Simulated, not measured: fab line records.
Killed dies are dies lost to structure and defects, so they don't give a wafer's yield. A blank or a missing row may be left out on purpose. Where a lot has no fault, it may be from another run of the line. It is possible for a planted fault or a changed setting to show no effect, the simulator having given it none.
2 desks looking at one fault ; flow gf180mcu ; numbers are kept per desk, each desk with only its own; the story behind them comes last

== THE TOOL OWNER'S DESK: implanter-04 ==
The tool's own readings at GF_HV_LDD_IMPLANT_35, given as means over the sampled wafers that have a number, one for each lot that went through this tool. Marked OUT: a lot whose mean sits more than 4 standard deviations from the usual mean, which makes it out of limits; the brackets give that distance.
Columns: A = beam energy keV at GF_HV_LDD_IMPLANT_35, usual 59.996; B = dose ions cm2 at GF_HV_LDD_IMPLANT_35, usual 7.498e+12; C = faraday current uA at GF_HV_LDD_IMPLANT_35, usual 42.3
lot;first seen here;A;B;C
L522;day 11 20:52;60.003;7.490e+12;41.9
L525;day 13 02:52;60.000;7.506e+12;43.2
L529;day 13 19:09;60.022;7.500e+12;42.7
L531;day 14 03:03;60.000;7.515e+12;42.4
L533;day 14 19:22;59.990;7.496e+12;42.5
L535;day 15 12:44;59.988;7.489e+12;41.7
L537;day 16 05:43;60.031;3.425e+12 (-99 or more) OUT;19.1 (-27) OUT
L538;day 16 18:10;60.010;3.430e+12 (-99 or more) OUT;19.1 (-27) OUT
This desk's finding: out of limits on L537, L538; first on L537, day 16 05:43 (dose ions cm2 at GF_HV_LDD_IMPLANT_35). L522, L525, L529, L531, L533, L535: within limits.

== METROLOGY DESK ==
Lot by lot, what the gauges showed, no matter which tool ran the lot: averages of those sampled wafers that carry a number. Marked OUT: a lot whose mean sits more than 4 standard deviations from the usual mean, which makes it out of limits; the brackets give that distance.
Columns: A = cd nm at GF_HV_LDD_CD_MEAS_07, usual 399.9 nm; B = HV_LDD_3_TW at GF_HV_LDD_TW_MEAS_38, usual 1452; C = HV_LDD_RS at GF_HV_LDD_RS_MEAS_53, usual 418.8 ohm/sq
lot;first seen here;A;B;C
L522;day 10 06:46;399.1;1423;420.2
L524;day 11 02:41;398.4;1469;418.4
L523;day 11 02:53;398.9;1427;419.1
L525;day 11 14:56;402.0;1431;417.8
L527;day 12 01:23;400.6;1474;418.7
L529;day 12 16:41;400.0;1478;419.0
L531;day 13 00:11;400.3;1467;418.2
L533;day 13 10:10;398.0;1470;419.0
L535;day 13 18:32;401.0;1434;420.2
L536;day 14 01:40;399.9;1464;419.4
L537;day 14 09:56;397.1;1369;429.8 (+10) OUT
L538;day 14 21:10;403.4;1367 (-4.0) OUT;428.9 (+9.2) OUT
This desk's result: L537, L538 out of limits, first on L538 (HV_LDD_3_TW at GF_HV_LDD_TW_MEAS_38), day 16 18:32. L522, L524, L523, L525, L527, L529, L531, L533, L535, L536: within limits.

== TAKEN TOGETHER ==
At day 16 05:43, on L537, L538, the tool owner's desk was in a position to raise an alarm.
An alarm was possible from the metrology desk at day 16 18:32, on L537, L538.
GF_HV_LDD_IMPLANT_35 was run on implanter-04 by each of the lots named.

== WHAT HAD BEEN PUT IN BY THE SIMULATOR ==
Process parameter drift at GF_HV_LDD_IMPLANT_35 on implanter-04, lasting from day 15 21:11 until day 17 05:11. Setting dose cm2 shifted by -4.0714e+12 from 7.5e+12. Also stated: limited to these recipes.
Shown lots that were struck: L537, L538.
Counting hours from when the fault started, the first reading out of limits came at 9 for the tool owner's desk and at 21 for the metrology desk.
